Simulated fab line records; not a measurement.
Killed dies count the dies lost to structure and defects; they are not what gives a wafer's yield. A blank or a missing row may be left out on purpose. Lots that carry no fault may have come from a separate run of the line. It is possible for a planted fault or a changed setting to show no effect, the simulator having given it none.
fab line records	flow sky130
record lots=11	wafers=33	last_day=50
route steps=708 shown SD_N@349 LOCAL_INTERCONNECT@402 CONTACT@406 PAD_OPEN@708
lots untouched by any fault: they come from a run of this same line in which no faults occurred
start_h: hours from the record's opening day to when the first of the lot's shown wafers began	wait_h: time in hours since the lot's previous step	" the same as in the row above	L1.1+2: one row covering several wafers at once	- no value, or no start was given	* or withheld: withheld	< > ~ a bound
route shown NAME@n: a module of which the file shows steps, and the number in the route of the first	usual: mean/standard deviation of fault-free wafers	same: alike in all rows	chamber/n: place in a boat	sites: the reading at each site	_std_site: the values' standard deviation	_edge_site: mean of outer sites minus mean of inner sites	radius_mm: how far each site lies from the wafer's centre	mask NAME#n: copy n	behind: the most recent tool/chamber to have shaped the wafer	hold: why the lot went on hold/how many hours it stayed there/how the hold came to an end	device: which transistor (n, p or np) failed to switch	end of line: the route-end tests of the same wafers	step lacking rows: just its recipe	killed: the dies lost at the first sort to structure and to defects; this is not the yield of the wafer	map: the dies of a wafer, with x for killed, . for not killed, _ for no die there
set.NAME: the setting the step ran with; set.NAME@STEP: the setting that earlier step ran with	model.NAME: the simulator's own value behind a step, which no gauge read
one table for each step of the route and one row for each wafer, over a sample of lots
services: a tool's chamber out of use, with start hour (start_h, from the record's first day; less than 0 if before it), hours out, and reason
## steps
# step SKY_SD_N_CD_MEAS_07
# recipe target_cd_nm=380
# usual cd_nm=379.9/3
lot.wafer	tool	chamber	start_h	wait_h	cd_nm
L451.1	cd_sem-02	-	665.20	0.1	380.6
L451.2	"	-	"	"	378.3
L451.4	"	-	"	"	378.2
L453.1	cd_sem-01	-	675.10	0.1	382.2
L453.3	"	-	"	"	379.2
L453.6	"	-	"	"	380.6
L455.1	cd_sem-02	-	699.85	0.1	384.6
L455.2	"	-	"	"	384.6
L455.6	"	-	"	"	386.6
L458.1	cd_sem-01	-	719.50	0.1	379.4
L458.2	"	-	"	"	380.3
L458.5	"	-	"	"	378.7
L463.1	cd_sem-02	-	766.08	0.1	380.2
L463.3	"	-	"	"	382.1
L463.6	"	-	"	"	381.4
L464.3	cd_sem-02	-	774.88	0.1	379.9
L464.4	"	-	"	"	380.7
L464.5	"	-	"	"	380.3
L465.2	cd_sem-01	-	785.06	0.1	380.8
L465.3	"	-	"	"	379.4
L465.5	"	-	"	"	383.7
L467.1	cd_sem-02	-	797.98	0.1	378.2
L467.4	"	-	"	"	378.8
L467.5	"	-	"	"	378.4
L468.2	cd_sem-01	-	807.31	0.1	383.5
L468.3	"	-	"	"	384.7
L468.5	"	-	"	"	383.0
L469.1	cd_sem-02	-	817.38	0.2	375.6
L469.4	"	-	"	"	377.9
L469.5	"	-	"	"	374.6
L471.1	cd_sem-01	-	832.69	0.1	380.8
L471.2	"	-	"	"	380.3
L471.3	"	-	"	"	378.8
# step SKY_SD_N_TW_MEAS_12
# usual SD_N_TW=4000/37
lot.wafer	tool	chamber	start_h	wait_h	SD_N_TW
L451.1	film_metro-04	-	665.76	0.1	3924
L451.2	"	-	"	"	3937
L451.4	"	-	"	"	3936
L453.1	film_metro-02	-	675.66	0.1	4012
L453.3	"	-	"	"	4027
L453.6	"	-	"	"	4026
L455.1	film_metro-02	-	700.41	0.1	4029
L455.2	"	-	"	"	4026
L455.6	"	-	"	"	4003
L458.1	film_metro-02	-	720.06	0.1	3998
L458.2	"	-	"	"	4012
L458.5	"	-	"	"	3977
L463.1	film_metro-02	-	766.63	0.1	4014
L463.3	"	-	"	"	4008
L463.6	"	-	"	"	4024
L464.3	film_metro-02	-	775.41	0.1	4014
L464.4	"	-	"	"	4025
L464.5	"	-	"	"	4021
L465.2	film_metro-04	-	785.60	0.1	3942
L465.3	"	-	"	"	3943
L465.5	"	-	"	"	3953
L467.1	film_metro-03	-	798.53	0.1	3991
L467.4	"	-	"	"	3969
L467.5	"	-	"	"	3995
L468.2	film_metro-04	-	807.85	0.1	3912
L468.3	"	-	"	"	3911
L468.5	"	-	"	"	3913
L469.1	film_metro-02	-	817.94	0.1	4029
L469.4	"	-	"	"	4062
L469.5	"	-	"	"	4045
L471.1	film_metro-04	-	833.24	0.1	3937
L471.2	"	-	"	"	3918
L471.3	"	-	"	"	3956
# step SKY_LOCAL_INTERCONNECT_STRIP_15
# recipe chemistry=O2/N2	power_w=1400	pressure_mtorr=1500	platen_temp_c=withheld	o2_flow_sccm=3000	n2_flow_sccm=300	overash_fraction=0.5
# usual drypump_motor_current_A=5.8/0.62	oes_product_au=0.426/0.005	strip_time_to_endpoint_s=4.725/0.02
lot.wafer	tool	chamber	start_h	wait_h	drypump_motor_current_A	oes_product_au	rf_hours_counter_h	strip_time_to_endpoint_s
L451.1	plasma_asher-04	0	726.28	0.0	6.6	0.434	61	4.728
L451.2	"	1	"	"	5.5	0.419	61	4.718
L451.4	"	0	"	"	6.6	0.422	-	4.726
L453.1	plasma_asher-04	0	734.37	0.1	6.6	0.420	62	4.692
L453.3	"	0	"	"	6.6	0.424	-	4.688
L453.6	"	0	"	"	6.6	0.423	-	4.712
L455.1	plasma_asher-04	0	758.47	0.1	6.6	0.416	64	4.699
L455.2	"	1	"	"	5.5	0.427	64	4.687
L455.6	"	1	"	"	5.5	0.425	-	4.697
L458.1	plasma_asher-02	1	777.15	0.0	6.2	0.432	96	4.701
L458.2	"	0	"	"	4.9	0.427	96	4.733
L458.5	"	1	"	"	6.2	0.414	-	4.706
L463.1	plasma_asher-02	0	822.76	0.0	4.9	0.427	101	4.723
L463.3	"	0	"	"	4.9	0.427	-	4.750
L463.6	"	1	"	"	6.2	0.428	-	4.753
L464.3	plasma_asher-03	1	831.33	0.1	5.3	0.433	-	4.724
L464.4	"	0	"	"	5.3	0.430	-	4.711
L464.5	"	1	"	"	5.2	0.427	-	4.732
L465.2	plasma_asher-03	1	841.88	0.0	5.3	0.426	9	4.699
L465.3	"	1	"	"	5.2	0.433	-	4.708
L465.5	"	0	"	"	5.3	0.423	-	4.751
L467.1	plasma_asher-04	0	855.18	0.0	6.6	0.426	74	4.748
L467.4	"	1	"	"	5.5	0.424	-	4.750
L467.5	"	0	"	"	6.6	0.427	-	4.727
L468.2	plasma_asher-02	0	863.41	0.0	4.9	0.428	105	4.731
L468.3	"	1	"	"	6.2	0.429	-	4.713
L468.5	"	1	"	"	6.2	0.417	-	4.756
L469.1	plasma_asher-04	0	873.90	0.0	6.6	0.429	76	4.723
L469.4	"	1	"	"	5.4	0.432	-	4.742
L469.5	"	1	"	"	5.5	0.429	-	4.707
L471.1	plasma_asher-02	0	888.67	0.0	4.9	0.426	107	4.764
L471.2	"	1	"	"	6.2	0.424	107	4.749
L471.3	"	0	"	"	4.9	0.424	-	4.763
# step SKY_CONTACT_CVD_00
# recipe material=Si3N4	target_thk_nm=75	temp_c=400	time_s=withheld	rf_w=450
# usual heater_power_w=774/160
lot.wafer	tool	chamber	start_h	wait_h	heater_power_w
L451.1	pecvd-03	0	726.87	0.0	744
L451.2	"	2	"	"	1079
L451.4	"	2	"	"	1127
L453.1	pecvd-01	1	734.96	0.0	746
L453.3	"	0	"	"	796
L453.6	"	1	"	"	740
L455.1	pecvd-03	2	759.10	0.0	1113
L455.2	"	0	"	"	765
L455.6	"	0	"	"	755
L458.1	pecvd-03	0	777.74	0.0	790
L458.2	"	2	"	"	1130
L458.5	"	2	"	"	1166
L463.1	pecvd-01	2	823.35	0.0	719
L463.3	"	1	"	"	690
L463.6	"	0	"	"	793
L464.3	pecvd-04	1	831.95	0.0	945
L464.4	"	1	"	"	959
L464.5	"	2	"	"	693
L465.2	pecvd-03	0	842.57	0.0	725
L465.3	"	2	"	"	1116
L465.5	"	2	"	"	1098
L467.1	pecvd-04	1	856.22	0.0	899
L467.4	"	1	"	"	935
L467.5	"	0	"	"	549
L468.2	pecvd-04	0	864.00	0.0	600
L468.3	"	2	"	"	608
L468.5	"	2	"	"	603
L469.1	pecvd-03	0	874.49	0.0	755
L469.4	"	0	"	"	792
L469.5	"	1	"	"	673
L471.1	pecvd-03	2	889.26	0.0	988
L471.2	"	1	"	"	697
L471.3	"	0	"	"	681
# step SKY_CONTACT_THK_MEAS_01
# recipe reads=Si3N4_of_CONTACT_CVD_00
# usual CONTACT_CVD_00_THK=75.2/1.1
lot.wafer	tool	chamber	start_h	wait_h	CONTACT_CVD_00_THK[nm]
L451.1	film_metro-01	-	726.90	-	73.1
L451.2	"	-	"	"	75.7
L451.4	"	-	"	"	75.8
L453.1	film_metro-02	-	735.00	-	74.2
L453.3	"	-	"	"	74.8
L453.6	"	-	"	"	75.7
L455.1	film_metro-01	-	759.14	-	76.3
L455.2	"	-	"	"	128.4
L455.6	"	-	"	"	130.3
L458.1	film_metro-04	-	777.78	-	127.1
L458.2	"	-	"	"	75.0
L458.5	"	-	"	"	76.4
L463.1	film_metro-01	-	823.38	-	74.1
L463.3	"	-	"	"	73.3
L463.6	"	-	"	"	74.6
L464.3	film_metro-01	-	832.00	-	75.6
L464.4	"	-	"	"	76.1
L464.5	"	-	"	"	77.2
L465.2	film_metro-02	-	842.63	-	75.0
L465.3	"	-	"	"	76.0
L465.5	"	-	"	"	76.1
L467.1	film_metro-01	-	856.26	-	75.4
L467.4	"	-	"	"	76.1
L467.5	"	-	"	"	76.6
L468.2	film_metro-01	-	864.04	-	74.2
L468.3	"	-	"	"	75.2
L468.5	"	-	"	"	75.2
L469.1	film_metro-04	-	874.52	-	74.1
L469.4	"	-	"	"	76.0
L469.5	"	-	"	"	75.3
L471.1	film_metro-01	-	889.29	-	75.2
L471.2	"	-	"	"	75.6
L471.3	"	-	"	"	74.7
# step SKY_CONTACT_ETCH_18
# recipe target=Si3N4	chemistry=CHF3/O2	stop_on=TiN	source_w=600	bias_w=200	pressure_mtorr=40	chf3_flow_sccm=50	O2_flow_sccm=5	time_s=39	target_depth_a=750
# usual O2_flow_sccm=4.996/0.015	drypump_motor_current_A=5.7/0.4	oes_product_au=0.856/0.0077	throttle_valve_pct=8.795/0.0088
lot.wafer	tool	chamber	start_h	wait_h	O2_flow_sccm	drypump_motor_current_A	oes_product_au	rf_hours_counter_h	throttle_valve_pct
L451.1	rie_diel-04	1	-	-	4.988	5.8	0.841	15	8.797
L451.2	"	0	"	"	4.995	5.5	0.856	3	8.794
L451.4	"	0	"	"	5.010	5.5	0.867	-	8.798
L453.1	rie_diel-02	0	-	-	5.025	4.8	0.842	12	8.808
L453.3	"	2	"	"	4.992	6.0	0.856	3	8.794
L453.6	"	0	"	"	5.017	4.9	0.857	-	8.792
L455.1	rie_diel-04	0	-	-	4.975	5.5	0.867	4	8.791
L455.2	"	2	"	"	5.001	6.0	0.999	4	8.830
L455.6	"	3	"	"	5.000	5.8	0.993	-	8.810
L458.1	rie_diel-02	3	-	-	4.993	6.2	0.995	2	8.839
L458.2	"	1	"	"	5.001	5.8	0.856	0	8.805
L458.5	"	0	"	"	4.979	4.8	0.863	-	8.806
L463.1	rie_diel-03	0	-	-	4.988	5.5	0.850	18	8.786
L463.3	"	2	"	"	4.992	6.3	0.846	13	8.802
L463.6	"	0	"	"	5.017	5.6	0.845	-	8.776
L464.3	rie_diel-02	3	-	-	4.991	6.3	0.864	4	8.792
L464.4	"	2	"	"	4.989	6.0	0.865	6	8.786
L464.5	"	2	"	"	4.996	6.0	0.869	-	8.785
L465.2	rie_diel-04	3	-	-	4.985	5.8	0.856	6	8.784
L465.3	"	0	"	"	5.037	5.5	0.861	7	8.791
L465.5	"	1	"	"	5.006	5.7	0.866	-	8.784
L467.1	rie_diel-03	3	-	-	4.991	5.1	0.853	11	8.790
L467.4	"	0	"	"	4.982	5.6	0.857	19	8.802
L467.5	"	1	"	"	4.997	5.2	0.855	-	8.789
L468.2	rie_diel-04	3	-	-	5.009	5.8	0.850	6	8.792
L468.3	"	2	"	"	4.966	6.0	0.854	7	8.780
L468.5	"	1	"	"	5.006	5.7	0.856	-	8.805
L469.1	rie_diel-03	0	-	-	5.002	5.6	0.851	20	8.797
L469.4	"	2	"	"	5.021	6.3	0.858	15	8.803
L469.5	"	1	"	"	4.963	5.2	0.851	-	8.797
L471.1	rie_diel-03	2	-	-	4.991	6.3	0.859	15	8.806
L471.2	"	1	"	"	4.968	5.2	0.863	15	8.798
L471.3	"	0	"	"	5.007	5.6	0.845	20	8.785
# step SKY_PAD_OPEN_PROBE_99
# usual killed_at_M0_to_M3=43/6.7	killed_at_M4_up=3.1/1.9	killed_at_contacts=25/5	killed_at_front_end=15/4	killed_at_other=0.4/0.69	killed_dies=87/9.2	killed_on_rim=17/3.6	killed_open=46/7.1	killed_short=40/6.8
# same gross_dies=492	killed_at_back_side=0
lot.wafer	tool	chamber	start_h	wait_h	killed_at_M0_to_M3	killed_at_M4_up	killed_at_contacts	killed_at_front_end	killed_at_other	killed_dies	killed_on_rim	killed_open	killed_short
L455.1	prober-01	-	1116.88	0.1	47	9	23	13	0	92	19	53	39
L455.2	prober-01	-	1116.93	0.1	48	5	421	18	0	492	96	53	43
L455.6	prober-01	-	1117.13	0.2	43	3	435	11	0	492	96	48	33
L458.1	prober-02	-	1129.51	0.1	35	3	441	12	1	492	96	49	37
L458.2	prober-02	-	1129.56	0.1	38	2	24	16	0	80	19	41	39
L458.5	prober-02	-	1129.71	0.2	40	6	30	12	0	88	21	36	51
L463.1	prober-02	-	1161.48	0.1	48	2	22	17	1	90	9	53	36
L463.3	prober-02	-	1161.58	0.2	36	1	27	13	2	79	18	38	40
L463.6	prober-02	-	1161.73	0.2	43	1	19	18	1	82	18	47	35
L465.2	prober-02	-	1177.12	0.1	38	2	29	11	0	80	19	47	32
L465.3	prober-02	-	1177.17	0.2	40	2	21	14	0	77	13	42	35
L465.5	prober-02	-	1177.27	0.2	51	4	26	18	1	100	20	50	48
L467.1	prober-01	-	1183.97	0.1	38	0	32	11	0	81	18	53	26
L467.4	prober-01	-	1184.12	0.2	45	4	30	13	0	92	16	43	48
L467.5	prober-01	-	1184.17	0.2	37	1	25	10	1	74	14	45	29
L469.1	prober-01	-	1195.83	0.1	49	3	34	14	1	101	23	52	48
L469.4	prober-01	-	1195.98	0.2	43	2	21	15	0	81	15	41	37
L469.5	prober-01	-	1196.03	0.2	45	2	26	11	1	85	22	47	38
# killed by level:class
L455.1 CONTACT:geometric_particle:open=11 VIA1:geometric_particle:open=10 VIA3:geometric_particle:open=10 POLY_GATE:geometric_particle:short=7 LI_CONTACT:geometric_particle:open=6 VIA2:geometric_particle:open=5 VIA2:geometric_particle:short=5 METAL1:geometric_particle:short=4
L455.2 CONTACT:area_etch=396 CONTACT:geometric_particle:open=9 METAL2:geometric_particle:short=9 VIA1:geometric_particle:open=9 LI_CONTACT:geometric_particle:open=8 POLY_GATE:geometric_particle:open=5 METAL1:geometric_particle:short=5 VIA2:geometric_particle:open=5
L455.6 CONTACT:area_etch=411 VIA1:geometric_particle:open=11 LI_CONTACT:geometric_particle:open=9 VIA3:geometric_particle:open=8 CONTACT:geometric_particle:open=7 METAL2:geometric_particle:short=5 VIA3:geometric_particle:short=5 VIA2:geometric_particle:open=4
L458.1 CONTACT:area_etch=406 CONTACT:geometric_particle:open=18 VIA1:geometric_particle:open=7 LOCAL_INTERCONNECT:geometric_particle:short=7 CONTACT:geometric_particle:short=7 FIELD_ISO:geometric_particle:open=5 VIA2:geometric_particle:open=5 METAL2:geometric_particle:short=4
L458.2 LI_CONTACT:geometric_particle:open=8 CONTACT:geometric_particle:open=7 VIA1:geometric_particle:short=6 VIA1:geometric_particle:open=6 CONTACT:geometric_particle:short=5 FIELD_ISO:geometric_particle:open=4 METAL1:geometric_particle:short=4 VIA2:geometric_particle:short=4
L458.5 CONTACT:geometric_particle:short=9 CONTACT:geometric_particle:open=8 VIA1:geometric_particle:open=7 LOCAL_INTERCONNECT:geometric_particle:short=7 FIELD_ISO:geometric_particle:short=5 VIA1:geometric_particle:short=5 METAL2:geometric_particle:short=5 VIA2:geometric_particle:open=4
L463.1 VIA1:geometric_particle:open=10 METAL2:geometric_particle:short=9 VIA3:geometric_particle:open=9 FIELD_ISO:geometric_particle:open=7 LI_CONTACT:geometric_particle:open=7 CONTACT:geometric_particle:open=6 VIA1:geometric_particle:short=6 LOCAL_INTERCONNECT:geometric_particle:short=4
L463.3 LOCAL_INTERCONNECT:geometric_particle:short=9 VIA1:geometric_particle:open=9 LI_CONTACT:geometric_particle:open=6 CONTACT:geometric_particle:open=5 VIA1:geometric_particle:short=5 VIA2:geometric_particle:short=5 FIELD_ISO:geometric_particle:open=4 POLY_GATE:geometric_particle:short=4
L463.6 VIA1:geometric_particle:open=10 VIA2:geometric_particle:open=9 LI_CONTACT:geometric_particle:open=6 METAL1:geometric_particle:short=6 FIELD_ISO:geometric_particle:short=5 VIA3:geometric_particle:open=5 CONTACT:geometric_particle:open=5 LI_CONTACT:geometric_particle:short=4
L465.2 CONTACT:geometric_particle:open=13 VIA1:geometric_particle:open=9 LI_CONTACT:geometric_particle:open=7 VIA3:geometric_particle:open=7 LI_CONTACT:geometric_particle:short=5 VIA2:geometric_particle:open=5 METAL2:geometric_particle:short=4 METAL3:geometric_particle:short=4
L465.3 VIA1:geometric_particle:open=10 VIA2:geometric_particle:open=7 LI_CONTACT:geometric_particle:open=6 FIELD_ISO:geometric_particle:open=5 LI_CONTACT:geometric_particle:short=5 CONTACT:geometric_particle:open=5 CONTACT:geometric_particle:short=5 METAL2:geometric_particle:short=5
L465.5 LI_CONTACT:geometric_particle:open=11 METAL2:geometric_particle:short=10 VIA1:geometric_particle:open=10 VIA3:geometric_particle:open=9 VIA3:geometric_particle:short=6 CONTACT:geometric_particle:open=6 FIELD_ISO:geometric_particle:short=5 LOCAL_INTERCONNECT:geometric_particle:short=5
L467.1 VIA1:geometric_particle:open=13 LI_CONTACT:geometric_particle:open=12 CONTACT:geometric_particle:open=10 VIA3:geometric_particle:open=6 METAL1:geometric_particle:short=6 CONTACT:geometric_particle:short=5 VIA2:geometric_particle:open=5 FIELD_ISO:geometric_particle:short=4
L467.4 LI_CONTACT:geometric_particle:open=9 VIA1:geometric_particle:open=8 VIA3:geometric_particle:open=8 METAL2:geometric_particle:short=8 CONTACT:geometric_particle:open=7 CONTACT:geometric_particle:short=5 SPACER:geometric_particle:short=4 LOCAL_INTERCONNECT:geometric_particle:short=4
L467.5 CONTACT:geometric_particle:open=11 VIA3:geometric_particle:open=10 METAL1:geometric_particle:short=8 LI_CONTACT:geometric_particle:open=7 VIA2:geometric_particle:open=5 FIELD_ISO:geometric_particle:open=4 CONTACT:geometric_particle:short=4 METAL2:geometric_particle:short=4
L469.1 CONTACT:geometric_particle:open=12 METAL1:geometric_particle:short=11 VIA1:geometric_particle:open=11 LI_CONTACT:geometric_particle:open=10 METAL2:geometric_particle:short=9 FIELD_ISO:geometric_particle:short=5 CONTACT:geometric_particle:short=5 FIELD_ISO:geometric_particle:open=4
L469.4 VIA1:geometric_particle:open=11 CONTACT:geometric_particle:open=6 CONTACT:geometric_particle:short=6 VIA3:geometric_particle:open=6 VIA2:geometric_particle:short=5 VIA2:geometric_particle:open=5 FIELD_ISO:geometric_particle:open=4 POLY_GATE:geometric_particle:short=4
L469.5 CONTACT:geometric_particle:open=11 VIA1:geometric_particle:open=10 METAL1:geometric_particle:short=8 METAL2:geometric_particle:short=6 FIELD_ISO:geometric_particle:open=5 LOCAL_INTERCONNECT:geometric_particle:short=5 VIA1:geometric_particle:short=5 VIA3:geometric_particle:open=5
## services
tool	chamber	start_h	hours	kind
pecvd-04	-	710.14	5.5	pm
plasma_asher-03	-	717.84	0.6	repair
rie_diel-04	0	720.72	6.9	repair
rie_diel-03	0	727.04	2.8	repair
plasma_asher-03	-	733.75	9.0	pm
pecvd-03	1	739.66	16.1	repair
rie_diel-02	-	740.99	1.0	repair
rie_diel-03	3	742.55	10.2	repair
plasma_asher-03	-	745.64	1.0	repair
rie_diel-04	-	746.43	0.2	repair
rie_diel-04	3	751.60	4.7	repair
pecvd-04	1	765.61	3.5	repair
pecvd-01	2	765.99	9.1	repair
rie_diel-04	-	775.82	1.0	repair
plasma_asher-04	-	778.82	2.6	repair
pecvd-04	-	785.44	1.5	repair
pecvd-04	-	791.02	6.0	pm
pecvd-03	-	810.92	4.3	pm
pecvd-03	-	826.36	1.7	repair
rie_diel-04	3	871.30	6.1	repair
pecvd-04	1	876.12	11.4	repair
pecvd-03	0	880.52	4.1	repair
rie_diel-02	-	901.91	0.5	repair
plasma_asher-04	-	905.75	9.4	repair
## key
first_sign step=SKY_CONTACT_THK_MEAS_01	reading=CONTACT_CVD_00_THK	direction=up	sigmas=48	usual=75.2	struck=128.6
effect step=SKY_CONTACT_ETCH_18	reading=oes_product_au	direction=up	sigmas=18	usual=0.856	struck=0.996
effect step=SKY_PAD_OPEN_PROBE_99	reading=killed_at_contacts	direction=up	sigmas=82	usual=25	struck=432
more_kills_born_at SKY_CONTACT_ETCH_18@rie_diel-04=807	SKY_CONTACT_ETCH_18@rie_diel-02=406
met_at SKY_CONTACT_CVD_00
struck_lots L455,L458
struck_wafers L455.2,L455.6,L458.1
later_rows_left_out L455.2,L455.6,L458.1
tester_left_out L455,L458
not_acting_at SKY_SD_N_CD_MEAS_07,SKY_SD_N_TW_MEAS_12,SKY_LOCAL_INTERCONNECT_STRIP_15
onset_between 726.87 759.10
fault kind=process_parameter_drift	tool=pecvd-03	chamber=0	onset_h=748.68	steps=SKY_CONTACT_CVD_00	channel=target_thk_nm	offset=52.429	shape=step	end_h=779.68	acts_in=these_recipes_only	stated=75
# tester_left_out: of these lots the tester's yield and bins aren't shown, on N5 and GAA mostly nor the transistor test; their killed dies are dies lost to structure and defects alone, not to doping, threshold or leakage, so they don't give the yield
# later_rows_left_out: the simulator's readings of these wafers behind a module that went badly wrong aren't trusted and aren't shown, but for the sort
